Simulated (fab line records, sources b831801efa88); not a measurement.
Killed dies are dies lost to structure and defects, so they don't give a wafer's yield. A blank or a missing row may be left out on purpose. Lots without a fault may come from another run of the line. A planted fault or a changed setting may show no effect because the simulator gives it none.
A struck lot beside a sound one | flow sky130 | 36 steps out of a route of 708
Sound: wafers L256.2, L256.4, L256.5. Struck: wafers L253.2, L253.5, L253.6. The cause comes at the end.
At each step with rows: each side's tool, then ch and its chambers, then its first start. Under that, the readings that differ: sound wafers | struck wafers | difference of the means | sigmas: that difference in standard deviations of wafers without a fault.
alike: readings whose means differ by less than 2 such deviations, and words and numbers that are the same on both sides. not compared: withheld readings, readings that some wafer has no value for, bounds like >300 that may hide the same value, and numbers for which the record gives no deviation and whose values overlap.
The two part at a step that has a row with sigmas, a row that says differs or no value, or rows on one side only. Numbers that don't overlap but have no deviation are shown without sigmas and don't part them. A reading that every wafer of one side lacks parts them only if that side has two wafers or more.

first, 9 steps without rows for these wafers: SKY_VIA2_SPUTTER_20 (material TiN, target thk 20 nm, time 80 s); SKY_VIA2_CVD_21 (deposits W, target thk 420 nm, time 126.4 s); SKY_VIA2_CMP_24 (polishes, stops on SiO2, t overpolish 20 s, target thk 0 nm); SKY_METAL3_SPUTTER_00 (material Ti, target thk 15 nm, time 10 s); SKY_METAL3_SPUTTER_01 (material TiN, target thk 20 nm, time 16.7 s); SKY_METAL3_SPUTTER_02 (material AlCu, target thk 735 nm, time 39.1 s); SKY_METAL3_SPUTTER_03 (material Ti, target thk 5 nm, time 3.3 s); SKY_METAL3_SPUTTER_04 (material TiN, target thk 70 nm, time 58.3 s); SKY_CAPM_CVD_00 (deposits SiO2, target thk 15.5 nm).
SKY_CAPM_SPUTTER_02: material TiN, target thk 200 nm, time 166.7 s.
  sound on pvd_sputter-01, day 42 02:08; struck on pvd_sputter-03, day 41 01:16
  reading                | sound                | struck               | difference | sigmas
  cathode_dc_power_W (W) | 6501.9 6499.6 6499.0 | 6359.7 6362.1 6360.2 | -139.5     | -99 or more
  alike: throttle_valve_pct
  not compared: model.TiN_of_CAPM_SPUTTER_02.thk_nm
then, 7 steps without rows for these wafers: SKY_CAPM_DEHYDRATE_05 (time 60 s); SKY_CAPM_HMDS_06 (prime time 60 s); SKY_CAPM_COAT_07 (resist thk 1140 nm); SKY_CAPM_SOFTBAKE_08 (time 60 s); SKY_CAPM_EXPOSE_09 (exposes mask CAPM, target cd 1000 nm); SKY_CAPM_PEB_10; SKY_CAPM_DEVELOP_11 (develop time 60 s).
SKY_CAPM_METAL_ETCH_13: etches TiN in Cl2/BCl3, stops on SiO2, target depth 220 nm, time 62.9 s.
  sound on rie_metal-01 ch 0,1, day 43 01:01; struck on rie_metal-02 ch 0,1, day 42 01:25
  alike: bias_w, drypump_motor_current_A, oes_product_au, throttle_valve_pct
  not compared: rf_hours_counter_h, model.CAPM.feature_depth_nm, model.etch.depth_nm
then, 16 steps without rows for these wafers: SKY_CAPM_STRIP_14 (strips in O2/N2); SKY_CAPM_STRIP_15 (strips in post etch residue remover, time 1200 s); SKY_CAPM_CLEAN_16 (cleans in IPA, time 180 s); SKY_CAPM_CLEAN_17 (cleans in O3/DIW); SKY_METAL3_DEHYDRATE_05 (time 60 s); SKY_METAL3_HMDS_06 (prime time 60 s); SKY_METAL3_COAT_07 (resist thk 60 nm); SKY_METAL3_COAT_08 (resist thk 1140 nm); SKY_METAL3_SOFTBAKE_09 (time 90 s); SKY_METAL3_EXPOSE_10 (exposes mask MM3, target cd 300 nm); SKY_METAL3_PEB_11; SKY_METAL3_DEVELOP_12 (develop time 60 s); SKY_METAL3_DESCUM_15 (chemistry O2, time 8 s); SKY_METAL3_ETCH_16 (etches BARC in N2/H2, stops on SiO2, time 88.2 s, target depth 60 nm); SKY_METAL3_ETCH_17 (etches SiO2 in C4F8/O2/Ar, stops on TiN, time 3.9 s, target depth 15 nm); SKY_METAL3_METAL_ETCH_18 (etches the open film in Cl2/BCl3, stops on SiO2, target depth 845 nm, time 183.1 s).
SKY_METAL3_STRIP_20: strips in post etch residue remover, time 1200 s.
  sound on wet_bench-02 ch 3, day 44 01:07; struck on wet_bench-02 ch 2, day 43 02:10
  not compared: model.TiN_of_CAPM_SPUTTER_02.thk_nm
-- the record jumps here: 6 days lie between the struck wafers' starts before and after (it left off in module METAL3 and takes up again in module PAD_OPEN, whose first step shown is number 708 of the route) --
SKY_PAD_OPEN_PROBE_99:
  sound on prober-01, day 50 02:20; struck on prober-02, day 49 08:14
  alike: defect_limited_yield, killed_at_M0_to_M3, killed_at_M4_up, killed_at_contacts, killed_at_front_end, killed_at_other, killed_dies, killed_open, killed_short, sort_bin_3_pad_short, sort_bin_5_function, sort_bin_6_memory, sort_n_pass, sort_yield_pct
  not compared: model.etest.cap_mim.plate_ohm_sq

WHERE THEY PART
Only at SKY_CAPM_SPUTTER_02, within this record. Later steps at which nothing parts them and some readings are alike: SKY_CAPM_METAL_ETCH_13, SKY_PAD_OPEN_PROBE_99.

WHY: what the simulator had put in
Process parameter drift: pvd_sputter-03, from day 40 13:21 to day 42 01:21, at SKY_CAPM_SPUTTER_02. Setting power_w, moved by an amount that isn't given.
